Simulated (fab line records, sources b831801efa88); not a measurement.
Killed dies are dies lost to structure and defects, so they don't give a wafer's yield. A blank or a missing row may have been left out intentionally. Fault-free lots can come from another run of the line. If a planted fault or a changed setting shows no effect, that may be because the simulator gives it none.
Matching of chambers || flow sky130 || 4 sister chambers for SKY_LI_CONTACT_CMP_24 on cmp-02
The step polishes, stops on PSG, t overpolish 20 s, target thk 0 nm. 8 wafers are shown with their chamber, then 11 later ones without.

WAFERS PAIRED WITH THEIR CHAMBERS
{"wafer": "L832.5", "chamber": 0, "motorCurrentA (A)": 13.7, "timeToEndpointS (s)": 101}
{"wafer": "L834.4", "chamber": 0, "motorCurrentA (A)": 13.4, "timeToEndpointS (s)": 109}
{"wafer": "L837.3", "chamber": 2, "motorCurrentA (A)": 10.3, "timeToEndpointS (s)": 107}
{"wafer": "L839.5", "chamber": 2, "motorCurrentA (A)": 10.6, "timeToEndpointS (s)": 100}
{"wafer": "L840.2", "chamber": 1, "motorCurrentA (A)": 11.0, "timeToEndpointS (s)": 93}
{"wafer": "L840.3", "chamber": 3, "motorCurrentA (A)": 10.4, "timeToEndpointS (s)": 99}
{"wafer": "L840.6", "chamber": 1, "motorCurrentA (A)": 11.0, "timeToEndpointS (s)": 94}
{"wafer": "L845.3", "chamber": 3, "motorCurrentA (A)": 10.9, "timeToEndpointS (s)": 97}

WAFERS WHOSE CHAMBER IS MISSING
{"wafer": "L845.5", "motorCurrentA (A)": 10.3, "timeToEndpointS (s)": 91}
{"wafer": "L845.6", "motorCurrentA (A)": 13.7, "timeToEndpointS (s)": 99}
{"wafer": "L846.1", "motorCurrentA (A)": 10.6, "timeToEndpointS (s)": 99}
{"wafer": "L846.2", "motorCurrentA (A)": 12.9, "timeToEndpointS (s)": 95}
{"wafer": "L846.6", "motorCurrentA (A)": 13.3, "timeToEndpointS (s)": 94}
{"wafer": "L850.2", "motorCurrentA (A)": 11.0, "timeToEndpointS (s)": 101}
{"wafer": "L850.4", "motorCurrentA (A)": 10.5, "timeToEndpointS (s)": 102}
{"wafer": "L850.6", "motorCurrentA (A)": 12.7, "timeToEndpointS (s)": 97}
{"wafer": "L851.1", "motorCurrentA (A)": 10.5, "timeToEndpointS (s)": 96}
{"wafer": "L851.4", "motorCurrentA (A)": 10.5, "timeToEndpointS (s)": 87}
{"wafer": "L851.6", "motorCurrentA (A)": 10.9, "timeToEndpointS (s)": 97}

CHAMBER TAKEN BY EACH
{"wafer": "L845.5", "from the rows above": "can't be placed: 3 or 1 or 2", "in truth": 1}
{"wafer": "L845.6", "from the rows above": 0, "in truth": 0}
{"wafer": "L846.1", "from the rows above": "can't be placed: 3 or 2 or 1", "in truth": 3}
{"wafer": "L846.2", "from the rows above": 0, "in truth": 0}
{"wafer": "L846.6", "from the rows above": 0, "in truth": 0}
{"wafer": "L850.2", "from the rows above": "can't be placed: 3 or 1 or 2", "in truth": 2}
{"wafer": "L850.4", "from the rows above": "can't be placed: 2 or 3", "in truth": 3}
{"wafer": "L850.6", "from the rows above": 0, "in truth": 0}
{"wafer": "L851.1", "from the rows above": "can't be placed: 3 or 2 or 1", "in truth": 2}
{"wafer": "L851.4", "from the rows above": "can't be placed: 1 or 3 or 2", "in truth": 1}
{"wafer": "L851.6", "from the rows above": "can't be placed: 1 or 3 or 2", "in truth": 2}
4 of 11 placed correctly. Unplaceable from these rows: 7, with the true chamber sitting among the candidates in 7. 0 placed wrongly.
How it was worked out, from the rows above alone: a wafer's distance from a chamber is the root of the sum, over the readings, of the square of ((its reading less the chamber's mean) divided by the reading's scatter). If the next closest chamber is less than 2 further off than the closest, the wafer can't be placed; otherwise it belongs to the closest. For every chamber, the mean is computed from those of its wafers that are shown. The scatter: the root of (the sum of the squares of (reading less its chamber's mean) over the shown wafers, divided by (wafers less chambers)).
